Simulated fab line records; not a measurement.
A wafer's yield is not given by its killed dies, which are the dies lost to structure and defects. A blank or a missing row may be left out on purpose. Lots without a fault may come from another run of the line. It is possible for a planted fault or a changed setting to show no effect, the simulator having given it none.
Which of the tools did it? -- flow sky130 -- 10 lots, 28 wafers sampled, at 3 steps of a route of 708

WHAT THE GAUGES SHOWED, per wafer
SKY_VIA2_CD_MEAS_12: target cd 200 nm. Usual: cdNm 200.1 nm, standard deviation 1.6.
lot,measured,on,cdNm (nm),flag
L137,day 37 11:05,cdSem-01,199.0 200.5 200.9,
L138,day 37 11:48,cdSem-01,199.5 199.5 201.6,
L140,day 38 09:28,cdSem-01,201.8 200.9 203.1,
L143,day 39 16:31,cdSem-02,201.8 201.0,
L145,day 39 22:34,cdSem-02,198.8 200.1,
L154,day 41 20:41,cdSem-01,198.4 199.2 198.8,
L155,day 41 22:13,cdSem-01,198.4 198.3 200.6,
L156,day 41 23:57,cdSem-01,201.7 201.3 199.8,
L159,day 42 22:24,cdSem-02,200.2 200.0 201.7,
L160,day 43 02:03,cdSem-01,199.5 198.3 199.6,

TOOL THAT RAN EACH LOT (tool first, then ch and the chambers of the sampled wafers, then the start)
lot,SKY_METAL2_SPUTTER_00,SKY_VIA2_CMP_02
L137,"pvdSputter-02, day 35 05:31","cmp-02 ch 0,2,3, day 36 08:58"
L138,"pvdSputter-04, day 35 06:43","cmp-01 ch 0,2, day 36 09:13"
L140,"pvdSputter-04, day 36 04:52","cmp-01 ch 0,1,3, day 37 07:24"
L143,"pvdSputter-02, day 37 11:56","cmp-01 ch 1,3, day 38 15:14"
L145,"pvdSputter-04, day 37 19:47","cmp-01 ch 0,1, day 38 22:13"
L154,"pvdSputter-01, day 39 20:03","cmp-02 ch 1,2, day 40 20:41"
L155,"pvdSputter-02, day 39 21:01","cmp-02 ch 1,3, day 40 22:34"
L156,"pvdSputter-04, day 39 21:40","cmp-02 ch 1,3, day 40 23:43"
L159,"pvdSputter-02, day 40 22:35","cmp-02 ch 0,1,3, day 41 23:22"
L160,"pvdSputter-04, day 41 01:34","cmp-02 ch 0,1,3, day 42 02:49"
- SKY_METAL2_SPUTTER_00: material Ti, target thk 15 nm, time 10 s.
- SKY_VIA2_CMP_02: polishes SiO2.

AS READ BY THE TOOLS THEMSELVES (means over the sampled wafers that have a number; for cases with no such wafer, the mark the record gives instead)
SKY_METAL2_SPUTTER_00. Usual: throttleValvePct 30.5 %, standard deviation 0.87.
lot,tool,throttleValvePct (%),flag
L137,pvdSputter-02,31.4,
L138,pvdSputter-04,30.2,
L140,pvdSputter-04,30.1,
L143,pvdSputter-02,31.7,
L145,pvdSputter-04,30.4,
L154,pvdSputter-01,29.6,
L155,pvdSputter-02,31.0,
L156,pvdSputter-04,30.5,
L159,pvdSputter-02,31.0,
L160,pvdSputter-04,30.2,

SKY_VIA2_CMP_02. Usual: motorCurrentA 11.5 A, standard deviation 1.8.
lot,tool,motorCurrentA (A),flag
L137,cmp-02,13.2,
L138,cmp-01,10.2,
L140,cmp-01,10.3,
L143,cmp-01,11.6,
L145,cmp-01,10.9,
L154,cmp-02,13.6,
L155,cmp-02,11.6,
L156,cmp-02,11.5,
L159,cmp-02,11.6,
L160,cmp-02,11.6,

THE ANSWER, worked out from the rows above alone
Rule: a lot is off if the mean of its wafers that have a number lies more than 3 standard deviations from the usual mean. Also off: a lot with no number at a reading for which 4 or more lots have one. Any other lot the step has rows for is counted as sound. Order of review: gauges by route order, followed by the tools' own readings, for which a lot's mean as printed above is used. At the first step where some lot is off, the reading lying furthest off is the one used; lots without a number count as furthest.
No lot is off on any of the readings shown, so nothing can be concluded from this.

WHAT THE SIMULATOR HAD PUT IN
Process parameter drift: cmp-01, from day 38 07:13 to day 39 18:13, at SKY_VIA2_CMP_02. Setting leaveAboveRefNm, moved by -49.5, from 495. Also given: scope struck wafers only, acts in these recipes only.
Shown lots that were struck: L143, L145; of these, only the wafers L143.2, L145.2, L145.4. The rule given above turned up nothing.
